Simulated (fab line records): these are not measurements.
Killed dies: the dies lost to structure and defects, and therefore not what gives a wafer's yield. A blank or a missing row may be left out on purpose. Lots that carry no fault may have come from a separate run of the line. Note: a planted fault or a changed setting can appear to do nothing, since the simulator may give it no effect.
The tool behind it: which one?	flow gf180mcu	14 lots with 42 wafers sampled at 5 steps, on a route of 602 steps

WHAT THE GAUGES READ, wafer by wafer
GF_HV_LDD_CD_MEAS_07 targets a cd of 400 nm. Usual: cd-nm at 400.1 nm, with a standard deviation of 1.9.
lot	measured	on	cd-nm (nm)	flag
L520	day 10 00:14	cd-sem-02	403.3 401.6 401.0	
L521	day 10 11:10	cd-sem-01	395.5 397.3 396.7	
L522	day 10 18:16	cd-sem-02	399.7 399.5 400.8	
L523	day 10 21:54	cd-sem-01	398.7 399.9 397.9	
L524	day 11 07:25	cd-sem-02	397.8 397.9 399.4	
L526	day 12 06:52	cd-sem-01	400.0 400.1 399.8	
L528	day 12 13:19	cd-sem-01	398.1 402.2 400.1	
L530	day 13 09:25	cd-sem-01	400.0 398.4 403.9	
L533	day 14 00:13	cd-sem-01	405.7 406.2 407.5	OFF
L536	day 15 00:30	cd-sem-01	409.3 411.4 410.5	OFF
L538	day 15 18:35	cd-sem-01	404.8 403.8 402.6	
L539	day 15 21:01	cd-sem-02	399.7 401.7 399.6	
L542	day 16 18:11	cd-sem-01	401.3 399.3 400.0	
L543	day 16 23:14	cd-sem-02	399.9 399.5 402.2	

GF_V2_THK_MEAS_03. Usual: V2_CVD_02_THK 848 nm, standard deviation 10.
lot	measured	on	V2_CVD_02_THK (nm)	flag
L520	day 19 04:16	film-metro-04	841 850 854	
L521	day 19 22:29	film-metro-04	841 864 857	
L522	day 20 07:24	film-metro-01	847 845 865	
L523	day 20 14:16	film-metro-02	834 850 850	
L524	day 20 19:48	film-metro-02	839 860 849	
L526	day 22 01:02	film-metro-02	833 844 853	
L528	day 22 07:43	film-metro-02	841 851 857	
L530	day 23 08:28	film-metro-02	837 833 840	
L533	day 24 04:23	film-metro-02	843 857 858	
L536	day 25 04:55	film-metro-02	846 837 848	
L538	day 25 21:50	film-metro-04	847 850 853	
L539	day 25 21:59	film-metro-04	842 841 843	
L542	day 26 22:57	film-metro-04	835 838 854	
L543	day 26 23:52	film-metro-04	833 852 851	

WHICH TOOL RAN EACH LOT (tool, then ch and the chambers of the sampled wafers, then the start)
lot	GF_HV_LDD_DEVELOP_06	GF_V1_CMP_26	GF_V2_CVD_02
L520	litho-track-02 ch 0, day 10 00:05	cmp-01 ch 0,1,3, day 18 03:26	pecvd-03 ch 1,2, day 19 04:12
L521	litho-track-04 ch 0, day 10 11:01	cmp-01 ch 0,2,3, day 18 19:38	pecvd-04 ch 0,2, day 19 22:25
L522	litho-track-02 ch 0, day 10 18:07	cmp-01 ch 0,3, day 19 05:43	pecvd-04 ch 0,2, day 20 07:19
L523	litho-track-04 ch 0, day 10 21:46	cmp-02 ch 0,3, day 19 12:12	pecvd-03 ch 1,2, day 20 14:10
L524	litho-track-04 ch 0, day 11 07:16	cmp-02 ch 1,2,3, day 19 18:39	pecvd-03 ch 0,1, day 20 19:44
L526	litho-track-03 ch 0, day 12 06:43	cmp-02 ch 2,3, day 20 23:38	pecvd-01 ch 0,1,2, day 22 00:58
L528	litho-track-03 ch 0, day 12 13:04	cmp-02 ch 0,2, day 21 06:46	pecvd-01 ch 0,1,2, day 22 07:39
L530	litho-track-02 ch 0, day 13 09:16	cmp-01 ch 0,1,3, day 22 07:56	pecvd-01 ch 0,2, day 23 08:23
L533	litho-track-04 ch 0, day 14 00:04	cmp-01 ch 1,2, day 23 04:01	pecvd-03 ch 1,2, day 24 04:19
L536	litho-track-04 ch 0, day 15 00:21	cmp-01 ch 0,3, day 24 05:38	pecvd-01 ch 0,2, day 25 04:50
L538	litho-track-02 ch 0, day 15 18:26	cmp-02 ch 1,2,3, day 24 23:05	pecvd-04 ch 0,1,2, day 25 21:46
L539	litho-track-03 ch 0, day 15 20:52	cmp-01 ch 2,3, day 25 00:03	pecvd-01 ch 0,1, day 25 21:55
L542	litho-track-02 ch 0, day 16 18:02	cmp-02 ch 0,1,2, day 26 01:29	pecvd-04 ch 0,1, day 26 22:53
L543	litho-track-03 ch 0, day 16 23:05	cmp-01 ch 0,1,2, day 26 02:10	pecvd-03 ch 1,2, day 26 23:47
- GF_HV_LDD_DEVELOP_06: develop time 60 s.
- GF_V1_CMP_26: polishes, stops on SiO2, t overpolish 15 s, target thk 0 nm.
- GF_V2_CVD_02: deposits SiO2 from TEOS, target thk 850 nm, time 94.851 s.

WHAT THE TOOLS THEMSELVES READ (means of the sampled wafers that have a number; where no wafer has one, the mark that the record gives instead)
GF_HV_LDD_DEVELOP_06. Usual: developer-temp-C at 22.99 C, with a standard deviation of 0.096.
lot	tool	developer-temp-C (C)	flag
L520	litho-track-02	22.98	
L521	litho-track-04	22.91	
L522	litho-track-02	23.08	
L523	litho-track-04	23.10	
L524	litho-track-04	22.96	
L526	litho-track-03	22.93	
L528	litho-track-03	23.03	
L530	litho-track-02	23.08	
L533	litho-track-04	20.65	OFF
L536	litho-track-04	20.70	OFF
L538	litho-track-02	22.98	
L539	litho-track-03	22.97	
L542	litho-track-02	23.03	
L543	litho-track-03	22.87	

GF_V1_CMP_26. Usual: motor-current-A 11.6 A, standard deviation 0.91; overpolish-run-s 14.999 s, standard deviation 0.009; time-to-endpoint-s 84.6 s, standard deviation 2.9.
lot	tool	motor-current-A (A)	overpolish-run-s (s)	time-to-endpoint-s (s)	flag
L520	cmp-01	11.1	14.999	89.7	
L521	cmp-01	10.7	15.002	84.0	
L522	cmp-01	11.2	14.990	84.6	
L523	cmp-02	11.0	14.994	88.5	
L524	cmp-02	11.9	14.995	87.3	
L526	cmp-02	11.5	14.995	85.3	
L528	cmp-02	11.5	14.999	83.6	
L530	cmp-01	11.6	15.012	86.5	
L533	cmp-01	10.9	14.993	89.6	
L536	cmp-01	11.3	14.999	83.6	
L538	cmp-02	12.0	14.996	81.4	
L539	cmp-01	10.8	15.000	82.5	
L542	cmp-02	12.4	15.002	83.3	
L543	cmp-01	11.5	14.995	83.4	

GF_V2_CVD_02. Usual: heater-power-outer-w 352 W, standard deviation 57; heater-power-w 621 W, standard deviation 83.
lot	tool	heater-power-outer-w (W)	heater-power-w (W)	flag
L520	pecvd-03	409	698	
L521	pecvd-04	324	532	
L522	pecvd-04	292	519	
L523	pecvd-03	349	613	
L524	pecvd-03	332	600	
L526	pecvd-01	384	676	
L528	pecvd-01	318	599	
L530	pecvd-01	368	663	
L533	pecvd-03	423	694	
L536	pecvd-01	356	653	
L538	pecvd-04	320	547	
L539	pecvd-01	351	619	
L542	pecvd-04	361	567	
L543	pecvd-03	350	610	

THE ANSWER, worked out from the rows above alone
Rule: lot off if the mean of its wafers having a number is beyond 3 standard deviations from the usual mean. Also off: a lot with no number at a reading for which 4 or more lots have one. Any other lot the step has rows for is counted as sound. The gauges are gone through in route order, then the tools' own readings, and for those a lot's mean is taken as printed above. The first step at which some lot is off is used, and at that step the reading that is off furthest; a lot without a number counts as furthest.
Off at GF_HV_LDD_CD_MEAS_07 (cd-nm): L533, L536.
If a tool, at a process step before that reading, ran all the lots that are off and no sound lot after the first of them, it fits. The gauges at GF_HV_LDD_CD_MEAS_07 aren't tried: what is off there is off at GF_HV_LDD_DEVELOP_06 too, on other tools, and a gauge's error can't cause that. One candidate fits, namely litho-track-04 at GF_HV_LDD_DEVELOP_06. Its last sound lot is L524 (day 11 07:16), its first lot that is off L533 (day 14 00:04): a fault that began between those two fits.
On the lots that are off, the tool's own readings at GF_HV_LDD_DEVELOP_06 differ by more than 5 times the standard deviation of the sound lots' means, which bears it out; developer-temp-C reads 20.67 C there versus 22.99 C on the sound lots.

WHAT THE SIMULATOR HAD PUT IN
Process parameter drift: litho-track-04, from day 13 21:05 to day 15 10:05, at GF_HV_LDD_DEVELOP_06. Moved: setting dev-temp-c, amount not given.
Shown lots that were struck: L533, L536. The same result came from the rule above.
